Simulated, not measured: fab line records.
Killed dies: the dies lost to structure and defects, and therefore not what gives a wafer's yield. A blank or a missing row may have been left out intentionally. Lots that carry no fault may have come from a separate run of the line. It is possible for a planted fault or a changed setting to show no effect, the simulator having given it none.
Which tool was responsible? | flow sky130 | 14 lots, 42 wafers sampled, at 3 steps of a route of 708

WHAT THE GAUGES READ, wafer by wafer
SKY_SD_N_RS_MEAS_16: a four-point-probe measurement. Usual: for SD_N_RS the level is 68.58 ohm/sq and the standard deviation is 0.13.
lot  | measured     | on            | SD_N_RS (ohm/sq)  | flag
L227 | day 27 13:56 | film metro-04 | 68.73 68.59 68.63 |
L229 | day 28 19:09 | film metro-01 | 68.67 68.59 68.58 |
L231 | day 29 06:29 | film metro-04 | 68.54 68.52 68.56 |
L230 | day 29 09:44 | film metro-01 | 68.59 68.71 68.55 |
L232 | day 29 13:40 | film metro-04 | 68.83 68.72 68.58 |
L233 | day 30 05:47 | film metro-03 | 68.64 68.67 68.68 |
L234 | day 30 09:18 | film metro-03 | 68.49 68.45 68.55 |
L237 | day 31 10:14 | film metro-03 | 71.78 71.74 71.86 | OFF
L240 | day 32 06:23 | film metro-03 | 71.92 71.83 71.95 | OFF
L244 | day 33 13:30 | film metro-04 | 68.40 68.22 68.42 |
L246 | day 34 03:53 | film metro-04 | 68.40 68.48 68.33 |
L248 | day 35 03:07 | film metro-04 | 68.54 68.65 68.73 |
L249 | day 35 11:23 | film metro-01 | 68.80 68.69 68.68 |
L250 | day 36 01:29 | film metro-04 | 68.46 68.53 68.52 |

SKY_SD_N_RS_MEAS_17: a four-point-probe measurement. Usual: for SD_P_RS the level is 147.2 ohm/sq and the standard deviation is 0.42.
lot  | measured     | on            | SD_P_RS (ohm/sq)  | flag
L227 | day 27 14:03 | film metro-04 | 147.5 147.0 147.0 |
L229 | day 28 19:16 | film metro-01 | 147.2 147.0 147.5 |
L231 | day 29 06:36 | film metro-04 | 146.8 146.8 146.4 |
L230 | day 29 09:51 | film metro-01 | 147.2 147.1 147.1 |
L232 | day 29 13:47 | film metro-04 | 147.9 147.9 147.5 |
L233 | day 30 05:54 | film metro-03 | 147.6 146.9 147.3 |
L234 | day 30 09:25 | film metro-03 | 147.1 146.7 147.2 |
L237 | day 31 10:22 | film metro-03 | 164.9 165.0 164.9 | OFF
L240 | day 32 06:31 | film metro-03 | 166.2 165.4 165.8 | OFF
L244 | day 33 13:37 | film metro-04 | 146.6 146.6 147.3 |
L246 | day 34 04:01 | film metro-04 | 146.2 146.6 146.8 |
L248 | day 35 03:14 | film metro-04 | 147.3 147.2 147.1 |
L249 | day 35 11:30 | film metro-01 | 147.4 147.7 147.4 |
L250 | day 36 01:36 | film metro-04 | 146.7 146.6 146.9 |

WHAT TOOL EACH LOT RAN ON (gives the tool, then ch and the chambers of the sampled wafers, and finally the start)
lot  | SKY_SD_N_RTA_14
L227 | rtp anneal-01 ch 0, day 27 13:43
L229 | rtp anneal-01 ch 0, day 28 18:58
L231 | rtp anneal-02 ch 0, day 29 06:19
L230 | rtp anneal-01 ch 0, day 29 09:33
L232 | rtp anneal-02 ch 0, day 29 13:28
L233 | rtp anneal-02 ch 0, day 30 05:37
L234 | rtp anneal-02 ch 0, day 30 09:07
L237 | rtp anneal-01 ch 0, day 31 10:04
L240 | rtp anneal-01 ch 0, day 32 06:13
L244 | rtp anneal-02 ch 0, day 33 13:20
L246 | rtp anneal-02 ch 0, day 34 03:43
L248 | rtp anneal-02 ch 0, day 35 02:53
L249 | rtp anneal-01 ch 0, day 35 11:12
L250 | rtp anneal-01 ch 0, day 36 01:19
- SKY_SD_N_RTA_14: time 2 s.

WHAT THE TOOLS THEMSELVES READ (means of the sampled wafers that have a number; where no wafer has one, the mark that the record gives instead)
SKY_SD_N_RTA_14. Usual: lamp power pct 15.73 %, standard deviation 0.055; wafer_temp_C_max 1078.1, standard deviation 1.2.
lot  | tool          | lamp power pct (%) | wafer_temp_C_max | flag
L227 | rtp anneal-01 | 15.79              | 1078.6           |
L229 | rtp anneal-01 | 15.70              | 1079.1           |
L231 | rtp anneal-02 | 15.73              | 1078.0           |
L230 | rtp anneal-01 | 15.70              | 1077.3           |
L232 | rtp anneal-02 | 15.75              | 1079.3           |
L233 | rtp anneal-02 | 15.69              | 1078.4           |
L234 | rtp anneal-02 | 15.70              | 1079.3           |
L237 | rtp anneal-01 | 15.03              | 1076.7           | OFF
L240 | rtp anneal-01 | 15.07              | 1078.7           | OFF
L244 | rtp anneal-02 | 15.72              | 1078.5           |
L246 | rtp anneal-02 | 15.70              | 1077.4           |
L248 | rtp anneal-02 | 15.68              | 1078.5           |
L249 | rtp anneal-01 | 15.73              | 1077.8           |
L250 | rtp anneal-01 | 15.66              | 1077.7           |

THE ANSWER, worked out from the rows above alone
Rule: a lot counts as off when the mean over its wafers that have a number is more than 3 standard deviations away from the usual mean. A lot without any number at a reading at which 4 lots or more have one is off too. The other lots that the step has rows for count as sound. After the gauges, taken in route order, come the tools' own readings; for these a lot's mean is taken, as printed above. At the first step where some lot is off, the reading lying furthest off is the one used; lots without a number count as furthest.
Off: L237, L240, seen at SKY_SD_N_RS_MEAS_16 (SD_N_RS).
A tool fits if, at a process step before that reading, it ran every lot that is off, and no sound lot after the first of them. The gauges at SKY_SD_N_RS_MEAS_16 aren't tried: what is off there is off at SKY_SD_N_RTA_14 too, on other tools, and a gauge's error can't cause that. None of those tried fits.

WHAT THE SIMULATOR PUT IN
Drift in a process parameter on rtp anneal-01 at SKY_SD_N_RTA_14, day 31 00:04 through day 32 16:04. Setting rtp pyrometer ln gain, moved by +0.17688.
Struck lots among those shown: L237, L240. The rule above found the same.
